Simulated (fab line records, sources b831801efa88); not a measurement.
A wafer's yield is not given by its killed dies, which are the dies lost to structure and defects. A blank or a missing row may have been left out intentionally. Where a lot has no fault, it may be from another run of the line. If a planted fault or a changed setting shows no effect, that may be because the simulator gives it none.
A lot that was struck, set against a sound lot | flow gf180mcu | 45 out of 602 route steps
Sound: the wafers L677.1, L677.2, L677.5. The struck wafers were L690.2, L690.3, L690.6. The cause is named last.
For every step that has rows: the tool of each side, followed by ch and its chambers, followed by its first start. Under that, the readings that differ: sound wafers | struck wafers | difference of the means | sigmas: that difference in standard deviations of wafers without a fault.
alike: readings whose means differ by less than 2 such deviations, and words and numbers that are the same on both sides. not compared: withheld readings, readings that some wafer has no value for, bounds like >300 that may hide the same value, and numbers for which the record gives no deviation and whose values overlap.
Wherever a step has rows on one side only, a row that says differs or no value, or a row with sigmas, the two part there. Non-overlapping numbers with no deviation appear without sigmas and do not part them. A reading that every wafer of one side lacks parts them only if that side has two wafers or more.

first, 1 step without rows for these wafers: GF_MVSD_IMPLANT_09.
GF_MVSD_STRIP_10: strips in O2/N2.
  sound on plasma asher-03 ch 0,1, day 5 03:13; struck on plasma asher-02 ch 0,1, day 8 08:26
  alike: chamber pressure mTorr, drypump motor current A, heater power w, oes product au, strip time to endpoint s
  not compared: rf hours counter h
GF_MVSD_TW_MEAS_11:
  sound: film metro-04 at day 5 03:19; struck: film metro-03 at day 8 08:33
  alike: MVSD_TW
then, 7 steps without rows for these wafers: GF_MVPSD_DEHYDRATE_00 (time 60 s); GF_MVPSD_HMDS_01 (prime time 60 s); GF_MVPSD_COAT_02 (resist thk 3000 nm); GF_MVPSD_SOFTBAKE_03; GF_MVPSD_EXPOSE_04 (exposes mask MVPSD, target cd 1000 nm); GF_MVPSD_PEB_05; GF_MVPSD_DEVELOP_06 (develop time 60 s).
GF_MVPSD_OVL_MEAS_07:
  sound: overlay-01 at day 5 17:31; struck: overlay-02 at day 9 01:28
  alike: MVPSD_OVL
then, 1 step without rows for these wafers: GF_MVPSD_IMPLANT_08.
GF_MVPSD_IMPLANT_09:
  sound on implanter-01 ch 0, day 5 17:43; struck on implanter-03 ch 0, day 9 01:40
  reading            | sound                         | struck                        | difference | sigmas
  dose ions cm2      | 5.005e+12 5.002e+12 4.999e+12 | 4.671e+12 4.665e+12 4.662e+12 | -3.360e+11 | -65
  faraday current uA | 27.6 27.6 27.9                | 26.3 26.1 26.6                | -1.4       | -2
  alike: beam energy keV
GF_MVPSD_STRIP_10: strips in O2/N2.
  sound on plasma asher-01 ch 0,1, day 5 17:52; struck on plasma asher-03 ch 1, day 9 01:47
  reading                     | sound       | struck      | difference | sigmas
  drypump motor current A (A) | 5.0 5.6 5.0 | 6.2 6.2 6.2 | +1.0       | +2
  alike: chamber pressure mTorr, heater power w, oes product au, strip time to endpoint s
  not compared: rf hours counter h
GF_MVPSD_TW_MEAS_11:
  sound: film metro-04 at day 5 17:58; struck: film metro-03 at day 9 01:54
  alike: MVPSD_TW
then, 7 steps without rows for these wafers: GF_VT_IMPLANT_DEHYDRATE_00 (time 60 s); GF_VT_IMPLANT_HMDS_01 (prime time 60 s); GF_VT_IMPLANT_COAT_02 (resist thk 1000 nm); GF_VT_IMPLANT_SOFTBAKE_03 (time 60 s); GF_VT_IMPLANT_EXPOSE_04 (exposes mask LVPWELL LV AREA, target cd 600 nm); GF_VT_IMPLANT_PEB_05; GF_VT_IMPLANT_DEVELOP_06 (develop time 60 s).
GF_VT_IMPLANT_OVL_MEAS_07:
  sound: overlay-01 at day 6 08:01; struck: overlay-01 at day 9 18:59
  alike: VT_IMPLANT_OVL
then, 1 step without rows for these wafers: GF_VT_IMPLANT_IMPLANT_08.
GF_VT_IMPLANT_STRIP_09: strips in O2/N2.
  sound on plasma asher-02 ch 0,1, day 6 08:11; struck on plasma asher-04 ch 0,1, day 9 19:10
  reading                      | sound             | struck            | difference | sigmas
  strip time to endpoint s (s) | 12.63 12.62 12.68 | 12.53 12.55 12.55 | -0.10      | -3
  alike: chamber pressure mTorr, drypump motor current A, heater power w, oes product au
  not compared: rf hours counter h
GF_VT_IMPLANT_TW_MEAS_10:
  sound: film metro-04 at day 6 08:17; struck: film metro-01 at day 9 19:16
  alike: VT_IMPLANT_TW
then, 7 steps without rows for these wafers: GF_VT_IMPLANT_DEHYDRATE_11 (time 60 s); GF_VT_IMPLANT_HMDS_12 (prime time 60 s); GF_VT_IMPLANT_COAT_13 (resist thk 1000 nm); GF_VT_IMPLANT_SOFTBAKE_14 (time 60 s); GF_VT_IMPLANT_EXPOSE_15 (exposes mask Nwell LV AREA, target cd 860 nm); GF_VT_IMPLANT_PEB_16; GF_VT_IMPLANT_DEVELOP_17 (develop time 60 s).
GF_VT_IMPLANT_OVL_MEAS_18:
  sound: overlay-02 at day 6 22:46; struck: overlay-02 at day 10 12:43
  alike: VT_IMPLANT_01_OVL
then, 1 step without rows for these wafers: GF_VT_IMPLANT_IMPLANT_19.
GF_VT_IMPLANT_STRIP_20: strips in O2/N2.
  sound on plasma asher-01 ch 0,1, day 6 22:56; struck on plasma asher-02 ch 0,1, day 10 12:53
  alike: chamber pressure mTorr, drypump motor current A, heater power w, oes product au, strip time to endpoint s
  not compared: rf hours counter h
GF_VT_IMPLANT_TW_MEAS_21:
  sound: film metro-04 at day 6 23:02; struck: film metro-04 at day 10 13:00
  alike: VT_IMPLANT_2_TW
then, 5 steps without rows for these wafers: GF_VT_IMPLANT_DEHYDRATE_22 (time 60 s); GF_VT_IMPLANT_HMDS_23 (prime time 60 s); GF_VT_IMPLANT_COAT_24 (resist thk 1000 nm); GF_VT_IMPLANT_SOFTBAKE_25 (time 60 s); GF_VT_IMPLANT_EXPOSE_26 (exposes mask LVPWELL HV AREA, target cd 860 nm).
GF_VT_IMPLANT_RS_MEAS_49: measurement is done with a four-point probe.
  sound: film metro-03 at day 8 05:20; struck: film metro-04 at day 12 03:54
  reading           | sound          | struck         | difference | sigmas
  MVPSD_RS (ohm/sq) | 1165 1170 1169 | 1182 1186 1185 | +16        | +5
  not compared: hold
GF_VT_IMPLANT_WET_ETCH_50: etches SiO2 in dHF, target depth 20 nm, time 400 s.
  sound on wet bench-03 ch 3, day 8 05:27; struck on wet bench-02 ch 1, day 12 07:07
  reading | sound | struck                                                                     | difference                   | sigmas
  hold    | - - - | await dispo/3.1h/release await dispo/3.1h/release await dispo/3.1h/release | no value on the sound wafers |
-- the record jumps here: 21 days lie between the struck wafers' starts before and after (it left off in module VT_IMPLANT and takes up again in module PASSIVATION, whose first step shown is number 602 of the route) --
GF_PASSIVATION_PROBE_99:
  rows exist in the record for the struck wafers here (prober-01, day 33 11:54), but not for the sound ones

== WHERE THEY PART ==
At GF_MVPSD_IMPLANT_09 first; at GF_PASSIVATION_PROBE_99 last (within this record only).

WHY: what had been put in by the simulator
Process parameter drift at GF_MVPSD_IMPLANT_09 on implanter-03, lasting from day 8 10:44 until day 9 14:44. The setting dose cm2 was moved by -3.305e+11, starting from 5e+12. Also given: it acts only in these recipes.
